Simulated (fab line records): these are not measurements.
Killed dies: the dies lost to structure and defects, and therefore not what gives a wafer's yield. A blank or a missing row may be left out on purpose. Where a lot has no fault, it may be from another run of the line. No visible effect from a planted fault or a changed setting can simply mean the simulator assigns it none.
A struck lot beside a sound one -- flow sky130 -- 16 out of 708 route steps
Sound: these wafers, L844.1, L844.2, L844.6. Struck: wafer L854.3 (left out: L854.1, L854.5 of the same lot, which were not struck); the cause appears at the end.
Order at every step that has rows: each side's tool, ch and its chambers, its first start. Under that, the readings that differ: sound wafers -- struck wafers -- difference of the means -- sigmas: that difference in standard deviations of wafers without a fault.
alike: a reading whose means differ by less than 2 such deviations, as well as words and numbers matching on both sides. not compared: withheld readings; readings where some wafer has no value; bounds like >300 that might hide an equal value; numbers whose values overlap and for which the record gives no deviation.
The two part at a step that has a row with sigmas, a row that says differs or no value, or rows on one side only. Non-overlapping numbers with no deviation appear without sigmas and do not part them. Lack of a reading on every wafer of one side parts them only where that side has two or more wafers.

SKY_SD_N_OVL_MEAS_08:
  sound: overlay-01 at day 29 20:34; struck: overlay-01 at day 33 03:13
reading,sound,struck,difference,sigmas
SD_N_OVL (nm),3.1 2.5 2.2,-2.6,-5.2,-4
then, 2 steps without rows for these wafers: SKY_SD_N_IMPLANT_09; SKY_SD_N_IMPLANT_10.
SKY_SD_N_STRIP_11: strips in O2/N2.
  sound on plasma asher-04 ch 0,1, day 29 20:55; struck on plasma asher-04 ch 0, day 33 03:34
  alike: drypump motor current A, oes product au, strip time to endpoint s
  not compared: rf hours counter h
SKY_SD_N_TW_MEAS_12:
  sound: film metro-03 at day 29 21:01; struck: film metro-03 at day 33 03:40
  alike: SD_N_TW
then, 1 step without rows for these wafers: SKY_SD_N_CLEAN_13 (cleans in SC1/SC2, time 150 s).
SKY_SD_N_RTA_14: time 2 s.
  sound on rtp anneal-02 ch 0, day 29 21:07; struck on rtp anneal-02 ch 0, day 33 03:46
  alike: anneal temp c max, lamp power pct, ramp up c per s, wafer_temp_C_max
SKY_SD_N_RS_MEAS_16: measures by four-point-probe.
  sound: film metro-02 at day 29 21:17; struck: film metro-04 at day 33 03:56
  alike: SD_N_RS
SKY_SD_N_RS_MEAS_17: measures by four-point-probe.
  sound: film metro-02 at day 29 21:25; struck: film metro-04 at day 33 04:04
  alike: SD_P_RS
SKY_SD_N_RS_MEAS_18: measures by four-point-probe.
  sound: film metro-02 at day 29 21:32; struck: film metro-04 at day 33 04:11
  alike: RES_XHIGH_RS
then, 1 step without rows for these wafers: SKY_SALICIDE_CLEAN_00 (cleans in HF-last, time 30 s).
SKY_LI_CONTACT_HDPCVD_00: deposits PSG, target thk 930 nm, time 155 s.
  sound on hdpcvd-02 ch 0,1,2, day 29 21:40; struck on hdpcvd-02 ch 1, day 33 04:20
reading,sound,struck,difference,sigmas
sih4 flow sccm (sccm),60.25 59.62 59.89,47.88,-12.04,-67
model.PSG_of_LI_CONTACT_HDPCVD_00.thk nm (nm),934 917.6 922.1,728,-197,
  alike: pressure mtorr, susceptor temp C
SKY_LI_CONTACT_THK_MEAS_01:
  sound: film metro-03 at day 29 21:46; struck: film metro-02 at day 33 04:26
reading,sound,struck,difference,sigmas
LI_CONTACT_HDPCVD_THK (nm),935 917 922,728,-197,-21
SKY_LI_CONTACT_CMP_02: polishes PSG.
  sound on cmp-02 ch 1,2, day 29 21:50; struck on cmp-02 ch 1, day 33 04:30
reading,sound,struck,difference,sigmas
time to endpoint s (s),30.4 30.2 30.2,13.2,-17.1,-6
  alike: motor current A
SKY_LI_CONTACT_BOW_MEAS_03:
  sound: film metro-02 at day 29 22:08; struck: film metro-03 at day 33 04:48
  alike: LI_CONTACT_BOW
-- record jumps: 17 days separate the struck wafers' starts on either side; left off in module LI_CONTACT, taken up again in module PAD_OPEN, whose first shown step is the route's number 708 --
SKY_PAD_OPEN_PROBE_99:
  sound: prober-02 at day 47 14:33; struck: prober-02 at day 49 22:02
  alike: killed_at_M0_to_M3, killed_at_M4_up, killed at contacts, killed at front end, killed at other, killed dies, killed on rim, killed open, killed short

## WHERE THEY PART
At SKY_SD_N_OVL_MEAS_08 first; at SKY_LI_CONTACT_CMP_02 last (within this record only). Later steps at which nothing parts them and some readings are alike: SKY_LI_CONTACT_BOW_MEAS_03, SKY_PAD_OPEN_PROBE_99.

WHY: the cause the simulator had injected
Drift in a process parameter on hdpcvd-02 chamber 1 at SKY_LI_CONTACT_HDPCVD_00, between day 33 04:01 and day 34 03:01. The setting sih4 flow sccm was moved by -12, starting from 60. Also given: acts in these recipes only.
